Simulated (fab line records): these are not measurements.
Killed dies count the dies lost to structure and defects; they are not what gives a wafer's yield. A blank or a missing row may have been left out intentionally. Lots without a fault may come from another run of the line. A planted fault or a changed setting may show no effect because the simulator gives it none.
What tool caused it?	flow gf180mcu	Sampling: 11 lots, 33 wafers, 4 of 602 route steps

## WHAT THE GAUGES READ, wafer by wafer
GF_V2_THK_MEAS_01.
lot	measured	on	V2_CVD_00_THK (nm)
L470	day 20 11:37	filmMetro-02	625 606 612
L474	day 21 22:02	filmMetro-02	618 615 614
L475	day 22 10:41	filmMetro-03	609 614 609
L476	day 22 22:20	filmMetro-02	599 607 597
L478	day 23 13:43	filmMetro-02	588 590 590
L477	day 23 14:15	filmMetro-03	608 612 602
L482	day 25 04:58	filmMetro-04	606 609 607
L485	day 25 20:16	filmMetro-03	602 599 602
L487	day 26 07:11	filmMetro-02	603 612 597
L488	day 26 20:31	filmMetro-03	588 600 597
L490	day 27 02:32	filmMetro-02	591 589 608

GF_V2_RS_MEAS_24: a four-point-probe measurement.
lot	measured	on	V2_W_RS (ohm/sq)
L470	day 21 13:38	filmMetro-02	0.326 0.329 0.333
L474	day 22 22:50	filmMetro-04	0.419 0.423 0.416
L475	day 23 11:18	filmMetro-03	0.328 0.330 0.323
L476	day 23 22:31	filmMetro-02	0.418 0.412 0.415
L478	day 24 13:14	filmMetro-04	0.329 0.327 0.330
L477	day 24 14:26	filmMetro-03	0.326 0.329 0.334
L482	day 26 04:07	filmMetro-03	0.327 0.326 0.328
L485	day 26 18:40	filmMetro-02	0.329 0.321 0.327
L487	day 27 05:47	filmMetro-02	0.329 0.330 0.334
L488	day 27 17:56	filmMetro-02	0.328 0.330 0.326
L490	day 28 00:38	filmMetro-04	0.324 0.323 0.334

GF_V2_THK_MEAS_25: measures by xrf.
lot	measured	on	V2_W_THK (nm)
L470	day 21 13:46	filmMetro-02	342 338 335
L474	day 22 22:56	filmMetro-04	271 267 273
L475	day 23 11:25	filmMetro-03	349 345 355
L476	day 23 22:37	filmMetro-02	267 270 269
L478	day 24 13:20	filmMetro-04	343 344 340
L477	day 24 14:32	filmMetro-03	345 342 334
L482	day 26 04:14	filmMetro-03	345 344 344
L485	day 26 18:47	filmMetro-02	341 347 343
L487	day 27 05:55	filmMetro-02	339 339 337
L488	day 27 18:04	filmMetro-02	340 340 343
L490	day 28 00:46	filmMetro-04	352 354 341

## WHAT TOOL EACH LOT RAN ON (gives the tool, then ch and the chambers of the sampled wafers, and finally the start)
lot	GF_V2_CVD_23
L470	cvdW-01 ch 0,1, day 21 13:29
L474	cvdW-01 ch 0,1, day 22 22:43
L475	cvdW-02 ch 0,1, day 23 11:11
L476	cvdW-01 ch 0,1, day 23 22:24
L478	cvdW-02 ch 0,1, day 24 13:06
L477	cvdW-02 ch 0,1, day 24 14:17
L482	cvdW-02 ch 0,1, day 26 03:59
L485	cvdW-01 ch 0,1, day 26 18:33
L487	cvdW-02 ch 0,1, day 27 05:40
L488	cvdW-01 ch 0,1, day 27 17:50
L490	cvdW-01 ch 0,1, day 28 00:32
- GF_V2_CVD_23: deposits W, target thk 350 nm, time 104.94 s.

## WHAT THE TOOLS THEMSELVES READ (means of the sampled wafers that have a number; where no wafer has one, the mark that the record gives instead)
GF_V2_CVD_23.
lot	tool	heaterPowerOuterW (W)	heaterPowerW (W)	susceptorTempC (C)
L470	cvdW-01	534	880	399.90
L474	cvdW-01	507	857	386.99
L475	cvdW-02	457	730	400.01
L476	cvdW-01	511	867	386.69
L478	cvdW-02	493	795	400.12
L477	cvdW-02	490	793	400.00
L482	cvdW-02	488	794	400.18
L485	cvdW-01	537	896	399.68
L487	cvdW-02	496	785	399.96
L488	cvdW-01	577	932	400.06
L490	cvdW-01	556	938	399.86

## THE ANSWER, worked out from the rows above alone
Rule: the usual values come from the lots themselves. Put in order of their means at a reading, lots are off if they are a third of the lots or fewer, leave a main group of 4 or more, and stand apart from it by a gap of 3 or more times the standard deviation of the main group's means; of several such gaps the widest counts. Not used: any main group whose means are identical at the precision the tables above print for the reading. Also off: a lot with no number at a reading for which 4 or more lots have one. Where the step has rows for the other lots, those lots are counted as sound. The gauges are gone through in route order, then the tools' own readings, and for those a lot's mean is taken as printed above. The first step at which some lot is off is used, and at that step the reading that is off furthest; a lot without a number counts as furthest.
Off: L474, L476, at GF_V2_RS_MEAS_24 (V2_W_RS). The main group has a mean of 0.328 ohm/sq with a standard deviation of 0.0016.
If a tool, at a process step before that reading, ran all the lots that are off and no sound lot after the first of them, it fits. The gauges at GF_V2_RS_MEAS_24 aren't tried: what is off there is off at GF_V2_CVD_23 too, on other tools, and a gauge's error can't cause that. Of those tried, none fits.

## WHAT THE SIMULATOR HAD INSERTED
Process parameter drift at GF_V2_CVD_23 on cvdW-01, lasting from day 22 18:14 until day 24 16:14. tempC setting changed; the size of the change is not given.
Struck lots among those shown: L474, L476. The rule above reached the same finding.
